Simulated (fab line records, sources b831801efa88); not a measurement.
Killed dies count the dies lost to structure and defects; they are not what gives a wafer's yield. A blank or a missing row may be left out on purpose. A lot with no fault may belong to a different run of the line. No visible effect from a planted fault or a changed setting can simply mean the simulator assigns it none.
What tool caused it? || flow sky130 || 12 lots, 36 wafers sampled, at 5 steps of a route of 708

== WHAT THE GAUGES SHOWED, per wafer ==
SKY_FIELD_ISO_THK_MEAS_25. Usual: FIELD_ISO_CVD_24_THK gives 595 nm (standard deviation 6.2).
{"lot": "L151", "measured": "day 2 18:52", "on": "film_metro-02", "FIELD_ISO_CVD_24_THK (nm)": "592 590 589", "flag": ""}
{"lot": "L152", "measured": "day 2 22:52", "on": "film_metro-02", "FIELD_ISO_CVD_24_THK (nm)": "596 589 594", "flag": ""}
{"lot": "L153", "measured": "day 3 05:49", "on": "film_metro-03", "FIELD_ISO_CVD_24_THK (nm)": "588 595 587", "flag": ""}
{"lot": "L154", "measured": "day 3 12:31", "on": "film_metro-01", "FIELD_ISO_CVD_24_THK (nm)": "595 595 595", "flag": ""}
{"lot": "L156", "measured": "day 3 20:43", "on": "film_metro-01", "FIELD_ISO_CVD_24_THK (nm)": "601 604 599", "flag": ""}
{"lot": "L157", "measured": "day 4 04:34", "on": "film_metro-01", "FIELD_ISO_CVD_24_THK (nm)": "592 592 592", "flag": ""}
{"lot": "L158", "measured": "day 4 05:46", "on": "film_metro-03", "FIELD_ISO_CVD_24_THK (nm)": "591 598 590", "flag": ""}
{"lot": "L159", "measured": "day 4 10:13", "on": "film_metro-02", "FIELD_ISO_CVD_24_THK (nm)": "598 601 592", "flag": ""}
{"lot": "L160", "measured": "day 4 18:15", "on": "film_metro-02", "FIELD_ISO_CVD_24_THK (nm)": "603 599 598", "flag": ""}
{"lot": "L161", "measured": "day 4 22:28", "on": "film_metro-01", "FIELD_ISO_CVD_24_THK (nm)": "595 602 599", "flag": ""}
{"lot": "L162", "measured": "day 5 02:31", "on": "film_metro-03", "FIELD_ISO_CVD_24_THK (nm)": "596 588 592", "flag": ""}
{"lot": "L169", "measured": "day 6 14:15", "on": "film_metro-01", "FIELD_ISO_CVD_24_THK (nm)": "593 604 599", "flag": ""}

SKY_PWDE_TW_MEAS_10. Usual: PWDE_TW gives 374.2 (standard deviation 2.4).
{"lot": "L151", "measured": "day 4 11:08", "on": "film_metro-04", "PWDE_TW": "375.9 376.0 375.2", "flag": ""}
{"lot": "L152", "measured": "day 4 15:13", "on": "film_metro-03", "PWDE_TW": "371.1 372.6 371.9", "flag": ""}
{"lot": "L153", "measured": "day 4 19:22", "on": "film_metro-01", "PWDE_TW": "371.7 371.0 369.6", "flag": ""}
{"lot": "L154", "measured": "day 5 02:12", "on": "film_metro-03", "PWDE_TW": "372.4 374.0 373.8", "flag": ""}
{"lot": "L156", "measured": "day 5 12:47", "on": "film_metro-04", "PWDE_TW": "376.7 378.0 377.9", "flag": ""}
{"lot": "L157", "measured": "day 5 20:53", "on": "film_metro-01", "PWDE_TW": "370.4 369.9 370.3", "flag": ""}
{"lot": "L158", "measured": "day 5 23:13", "on": "film_metro-03", "PWDE_TW": "373.8 376.2 375.4", "flag": ""}
{"lot": "L159", "measured": "day 6 01:11", "on": "film_metro-03", "PWDE_TW": "372.0 375.1 373.2", "flag": ""}
{"lot": "L160", "measured": "day 6 11:05", "on": "film_metro-03", "PWDE_TW": "371.8 373.8 374.0", "flag": ""}
{"lot": "L161", "measured": "day 6 15:01", "on": "film_metro-03", "PWDE_TW": "373.3 374.8 374.6", "flag": ""}
{"lot": "L162", "measured": "day 6 19:53", "on": "film_metro-03", "PWDE_TW": "373.7 374.3 374.6", "flag": ""}
{"lot": "L169", "measured": "day 8 12:46", "on": "film_metro-03", "PWDE_TW": "375.1 377.2 375.9", "flag": ""}

SKY_LDD_P_OVL_MEAS_08. Usual: LDD_P_OVL gives -0.1 nm (standard deviation 1.6).
{"lot": "L151", "measured": "day 19 22:31", "on": "overlay-02", "LDD_P_OVL (nm)": "1.7 1.7 1.4", "flag": ""}
{"lot": "L152", "measured": "day 20 00:07", "on": "overlay-02", "LDD_P_OVL (nm)": "0.2 -0.9 0.3", "flag": ""}
{"lot": "L153", "measured": "day 20 05:12", "on": "overlay-02", "LDD_P_OVL (nm)": "-0.3 -0.2 0.4", "flag": ""}
{"lot": "L154", "measured": "day 20 22:44", "on": "overlay-02", "LDD_P_OVL (nm)": "-0.3 0.1 -1.5", "flag": ""}
{"lot": "L156", "measured": "day 21 16:45", "on": "overlay-01", "LDD_P_OVL (nm)": "-2.7 -0.8 -1.7", "flag": ""}
{"lot": "L157", "measured": "day 22 04:54", "on": "overlay-02", "LDD_P_OVL (nm)": "-0.6 0.1 -0.1", "flag": ""}
{"lot": "L158", "measured": "day 22 07:44", "on": "overlay-01", "LDD_P_OVL (nm)": "-0.5 0.2 -0.3", "flag": ""}
{"lot": "L159", "measured": "day 22 10:53", "on": "overlay-02", "LDD_P_OVL (nm)": "-0.3 -1.1 -1.4", "flag": ""}
{"lot": "L160", "measured": "day 22 20:51", "on": "overlay-02", "LDD_P_OVL (nm)": "111.7 110.5 110.9 112.5 110.9 111.3", "flag": "OFF"}
{"lot": "L161", "measured": "day 23 03:19", "on": "overlay-01", "LDD_P_OVL (nm)": "114.1 113.1 114.1 114.5 113.2 115.0", "flag": "OFF"}
{"lot": "L162", "measured": "day 23 18:01", "on": "overlay-02", "LDD_P_OVL (nm)": "113.9 114.5 114.7 114.4 115.2 115.5", "flag": "OFF"}
{"lot": "L169", "measured": "day 26 03:06", "on": "overlay-02", "LDD_P_OVL (nm)": "0.1 0.1 1.2", "flag": ""}

== TOOL THAT RAN EACH LOT (tool first, then ch and the chambers of the sampled wafers, then the start) ==
{"lot": "L151", "SKY_SONOS_ONO_STRIP_17": "plasma_asher-04 ch 0,1, day 13 12:14", "SKY_LDD_P_EXPOSE_04": "iline_stepper-01 ch 0, day 19 07:41"}
{"lot": "L152", "SKY_SONOS_ONO_STRIP_17": "plasma_asher-04 ch 0,1, day 13 16:50", "SKY_LDD_P_EXPOSE_04": "iline_stepper-02 ch 0, day 19 09:19"}
{"lot": "L153", "SKY_SONOS_ONO_STRIP_17": "plasma_asher-04 ch 0,1, day 13 20:04", "SKY_LDD_P_EXPOSE_04": "iline_stepper-01 ch 0, day 19 14:16"}
{"lot": "L154", "SKY_SONOS_ONO_STRIP_17": "plasma_asher-01 ch 0, day 14 06:23", "SKY_LDD_P_EXPOSE_04": "iline_stepper-01 ch 0, day 20 05:17"}
{"lot": "L156", "SKY_SONOS_ONO_STRIP_17": "plasma_asher-04 ch 0,1, day 14 22:43", "SKY_LDD_P_EXPOSE_04": "iline_stepper-02 ch 0, day 21 01:22"}
{"lot": "L157", "SKY_SONOS_ONO_STRIP_17": "plasma_asher-04 ch 1, day 15 10:32", "SKY_LDD_P_EXPOSE_04": "iline_stepper-01 ch 0, day 21 13:13"}
{"lot": "L158", "SKY_SONOS_ONO_STRIP_17": "plasma_asher-04 ch 0,1, day 15 15:29", "SKY_LDD_P_EXPOSE_04": "iline_stepper-02 ch 0, day 21 16:54"}
{"lot": "L159", "SKY_SONOS_ONO_STRIP_17": "plasma_asher-03 ch 1, day 15 15:34", "SKY_LDD_P_EXPOSE_04": "iline_stepper-02 ch 0, day 21 20:02"}
{"lot": "L160", "SKY_SONOS_ONO_STRIP_17": "plasma_asher-01 ch 0,1, day 16 04:34", "SKY_LDD_P_EXPOSE_04": "iline_stepper-02 ch 0, day 22 05:49"}
{"lot": "L161", "SKY_SONOS_ONO_STRIP_17": "plasma_asher-01 ch 0,1, day 16 09:16", "SKY_LDD_P_EXPOSE_04": "iline_stepper-02 ch 0, day 22 11:49"}
{"lot": "L162", "SKY_SONOS_ONO_STRIP_17": "plasma_asher-01 ch 0,1, day 16 22:58", "SKY_LDD_P_EXPOSE_04": "iline_stepper-02 ch 0, day 23 03:46"}
{"lot": "L169", "SKY_SONOS_ONO_STRIP_17": "plasma_asher-03 ch 0,1, day 19 10:04", "SKY_LDD_P_EXPOSE_04": "iline_stepper-01 ch 0, day 25 12:50"}
- SKY_SONOS_ONO_STRIP_17: strips in O2/N2.
- SKY_LDD_P_EXPOSE_04: exposes mask PSDM, target cd 380 nm.

== WHAT THE TOOLS THEMSELVES READ (means of the sampled wafers that have a number; where no wafer has one, the mark that the record gives instead) ==
SKY_SONOS_ONO_STRIP_17. Usual: chamber_pressure_mTorr 1499.7 mTorr, standard deviation 1.3; drypump_motor_current_A 5.8 A, standard deviation 0.51; oes_product_au 0.710 a.u., standard deviation 0.0045; strip_time_to_endpoint_s 14.09 s, standard deviation 0.036.
{"lot": "L151", "tool": "plasma_asher-04", "chamber_pressure_mTorr (mTorr)": 1499.7, "drypump_motor_current_A (A)": 5.8, "oes_product_au (a.u.)": 0.711, "strip_time_to_endpoint_s (s)": 14.15, "flag": ""}
{"lot": "L152", "tool": "plasma_asher-04", "chamber_pressure_mTorr (mTorr)": 1499.0, "drypump_motor_current_A (A)": 5.5, "oes_product_au (a.u.)": 0.712, "strip_time_to_endpoint_s (s)": 14.11, "flag": ""}
{"lot": "L153", "tool": "plasma_asher-04", "chamber_pressure_mTorr (mTorr)": 1499.8, "drypump_motor_current_A (A)": 5.5, "oes_product_au (a.u.)": 0.709, "strip_time_to_endpoint_s (s)": 14.09, "flag": ""}
{"lot": "L154", "tool": "plasma_asher-01", "chamber_pressure_mTorr (mTorr)": 1500.6, "drypump_motor_current_A (A)": 5.5, "oes_product_au (a.u.)": 0.711, "strip_time_to_endpoint_s (s)": 14.11, "flag": ""}
{"lot": "L156", "tool": "plasma_asher-04", "chamber_pressure_mTorr (mTorr)": 1500.3, "drypump_motor_current_A (A)": 5.5, "oes_product_au (a.u.)": 0.709, "strip_time_to_endpoint_s (s)": 14.04, "flag": ""}
{"lot": "L157", "tool": "plasma_asher-04", "chamber_pressure_mTorr (mTorr)": 1499.8, "drypump_motor_current_A (A)": 5.1, "oes_product_au (a.u.)": 0.711, "strip_time_to_endpoint_s (s)": 14.08, "flag": ""}
{"lot": "L158", "tool": "plasma_asher-04", "chamber_pressure_mTorr (mTorr)": 1500.9, "drypump_motor_current_A (A)": 5.8, "oes_product_au (a.u.)": 0.710, "strip_time_to_endpoint_s (s)": 14.10, "flag": ""}
{"lot": "L159", "tool": "plasma_asher-03", "chamber_pressure_mTorr (mTorr)": 1499.3, "drypump_motor_current_A (A)": 6.5, "oes_product_au (a.u.)": 0.711, "strip_time_to_endpoint_s (s)": 14.05, "flag": ""}
{"lot": "L160", "tool": "plasma_asher-01", "chamber_pressure_mTorr (mTorr)": 1500.3, "drypump_motor_current_A (A)": 5.8, "oes_product_au (a.u.)": 0.708, "strip_time_to_endpoint_s (s)": 14.08, "flag": ""}
{"lot": "L161", "tool": "plasma_asher-01", "chamber_pressure_mTorr (mTorr)": 1499.7, "drypump_motor_current_A (A)": 6.1, "oes_product_au (a.u.)": 0.713, "strip_time_to_endpoint_s (s)": 14.07, "flag": ""}
{"lot": "L162", "tool": "plasma_asher-01", "chamber_pressure_mTorr (mTorr)": 1500.0, "drypump_motor_current_A (A)": 5.8, "oes_product_au (a.u.)": 0.711, "strip_time_to_endpoint_s (s)": 14.10, "flag": ""}
{"lot": "L169", "tool": "plasma_asher-03", "chamber_pressure_mTorr (mTorr)": 1500.1, "drypump_motor_current_A (A)": 6.2, "oes_product_au (a.u.)": 0.709, "strip_time_to_endpoint_s (s)": 14.06, "flag": ""}

SKY_LDD_P_EXPOSE_04. Usual: exposure_dose_mJ_cm2 reads 137.90 (standard deviation 0.15).
{"lot": "L151", "tool": "iline_stepper-01", "exposure_dose_mJ_cm2": 137.88, "flag": ""}
{"lot": "L152", "tool": "iline_stepper-02", "exposure_dose_mJ_cm2": 138.06, "flag": ""}
{"lot": "L153", "tool": "iline_stepper-01", "exposure_dose_mJ_cm2": 137.66, "flag": ""}
{"lot": "L154", "tool": "iline_stepper-01", "exposure_dose_mJ_cm2": 137.90, "flag": ""}
{"lot": "L156", "tool": "iline_stepper-02", "exposure_dose_mJ_cm2": 138.03, "flag": ""}
{"lot": "L157", "tool": "iline_stepper-01", "exposure_dose_mJ_cm2": 137.88, "flag": ""}
{"lot": "L158", "tool": "iline_stepper-02", "exposure_dose_mJ_cm2": 138.06, "flag": ""}
{"lot": "L159", "tool": "iline_stepper-02", "exposure_dose_mJ_cm2": 137.73, "flag": ""}
{"lot": "L160", "tool": "iline_stepper-02", "exposure_dose_mJ_cm2": 138.18, "flag": ""}
{"lot": "L161", "tool": "iline_stepper-02", "exposure_dose_mJ_cm2": 137.87, "flag": ""}
{"lot": "L162", "tool": "iline_stepper-02", "exposure_dose_mJ_cm2": 137.84, "flag": ""}
{"lot": "L169", "tool": "iline_stepper-01", "exposure_dose_mJ_cm2": 137.84, "flag": ""}

== THE ANSWER, worked out from the rows above alone ==
Rule: lot off if the mean of its wafers having a number is beyond 3 standard deviations from the usual mean. Also off: a lot with no number at a reading for which 4 or more lots have one. Any other lot the step has rows for is counted as sound. The gauges are gone through in route order, then the tools' own readings, and for those a lot's mean is taken as printed above. At the first step where some lot is off, the reading lying furthest off is the one used; lots without a number count as furthest.
Off: L160, L161, L162, at SKY_LDD_P_OVL_MEAS_08 (LDD_P_OVL).
If a tool, at a process step before that reading, ran all the lots that are off and no sound lot after the first of them, it fits. Those tools and the gauges at SKY_LDD_P_OVL_MEAS_08 are tried in the same way. 2 tools fit, plasma_asher-01 at SKY_SONOS_ONO_STRIP_17 and iline_stepper-02 at SKY_LDD_P_EXPOSE_04, so this cannot tell which one it is.

== WHAT THE SIMULATOR HAD PUT IN ==
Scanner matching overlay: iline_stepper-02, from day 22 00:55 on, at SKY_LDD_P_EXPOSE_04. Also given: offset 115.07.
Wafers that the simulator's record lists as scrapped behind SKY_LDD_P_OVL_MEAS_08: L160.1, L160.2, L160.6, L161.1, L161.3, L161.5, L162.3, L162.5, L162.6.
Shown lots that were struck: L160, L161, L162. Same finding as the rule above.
